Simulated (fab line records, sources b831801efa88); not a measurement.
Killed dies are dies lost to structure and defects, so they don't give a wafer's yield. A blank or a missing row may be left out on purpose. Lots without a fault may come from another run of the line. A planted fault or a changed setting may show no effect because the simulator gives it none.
Problem report in the 8D (eight disciplines) form, filled by code | flow gf180mcu | the parts of the form that need people (team, actions taken, sign-off) are left out

1. THE PROBLEM
MVPSD_RS at GF_VT_IMPLANT_RS_MEAS_49 reads a mean of 1228 ohm/sq on 5 wafers of 3 lots; wafers without a fault read 1168 ohm/sq with a standard deviation of 4.4. That is +14 standard deviations from the usual mean.
The step: measures by four-point-probe.
First seen on wafer L255.2, day 11 16:46, on film_metro-01. The record holds 36 wafers of 13 lots with a number at this step. Rule for "out", or "out of limits": more than 4 standard deviations from the usual mean. The other wafers with a number count as sound.

2. WHAT IT IS AND WHAT IT IS NOT
question                    | is                                     | is not
which readings at this step | MVPSD_RS                               | -
which lots                  | L255, L256, L257                       | L242, L243, L244, L245, L246, L247, L248, L259, L260, L263
which wafers of those lots  | L255.2, L255.4, L256.2, L257.2, L257.4 | L256.3
read on which gauges        | film_metro-01                          | film_metro-02, film_metro-03
when                        | from day 11 16:46                      | up to then (21 sound wafers); but 10 sound wafers of L256, L259, L260, L263 came after

3. SUSPECTS, AND WHAT RULES EACH OUT
Counting: a tool at a process step up to the reading stays a suspect if it ran every lot that is out. Sound lots after the first of them don't rule it out here, since some wafers of a struck lot are sound.
- the gauge at GF_VT_IMPLANT_RS_MEAS_49: ruled out. All the wafers that are out were read on film_metro-01, but those of them that GF_MVPSD_IMPLANT_09 has rows for are out there too, on other tools.
- implanter-04 at GF_MVPSD_IMPLANT_09: kept. It ran every lot that is out, first L255 (day 8 15:19); its last sound lot up to then is L248 (day 6 20:18). Its own readings are out on those wafers: beam_on_s, faraday_current_uA.
Left after counting: implanter-04 at GF_MVPSD_IMPLANT_09.

4. THE CAUSE (what the simulator had put in)
Process parameter drift: implanter-04, from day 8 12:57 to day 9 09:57, at GF_MVPSD_IMPLANT_09. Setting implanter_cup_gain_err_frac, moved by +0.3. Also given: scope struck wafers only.
Counting left only this tool.

5. THE CHAIN OF EFFECTS, in route order
Each row: a reading whose mean over the struck wafers that have a number lies more than 3 standard deviations from the usual. Only readings for which the record gives a usual standard deviation are gone through. hours: the time from each lot's start at the first step in this table that gives one to its start at this step, as a median over the lots. sigmas: the change in usual standard deviations.
hours | step                     | reading            | usual       | on struck wafers | change | sigmas
0     | GF_MVPSD_IMPLANT_09      | beam_on_s          | 10.01 s     | 7.74             | -2.27  | -11
0     | GF_MVPSD_IMPLANT_09      | faraday_current_uA | 28.2        | 36.4             | +8.2   | +14
74    | GF_VT_IMPLANT_RS_MEAS_49 | MVPSD_RS           | 1168 ohm/sq | 1228             | +60    | +14
The process steps in it:
- GF_MVPSD_IMPLANT_09

6. WHAT WOULD HAVE CAUGHT IT SOONER
In this record the first reading out of limits at a measuring or inspecting step was taken at day 11 16:46, 76 hours after the fault began at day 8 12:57.
The tool's own readings at GF_MVPSD_IMPLANT_09 were out on every struck wafer that the step has a row for (beam_on_s, faraday_current_uA): an alarm limit on them would have fired on the first of those.
All the lots that are out (3) had begun GF_MVPSD_IMPLANT_09 on implanter-04 by day 11 16:46. A hold on the tool at that time would have spared none of them.
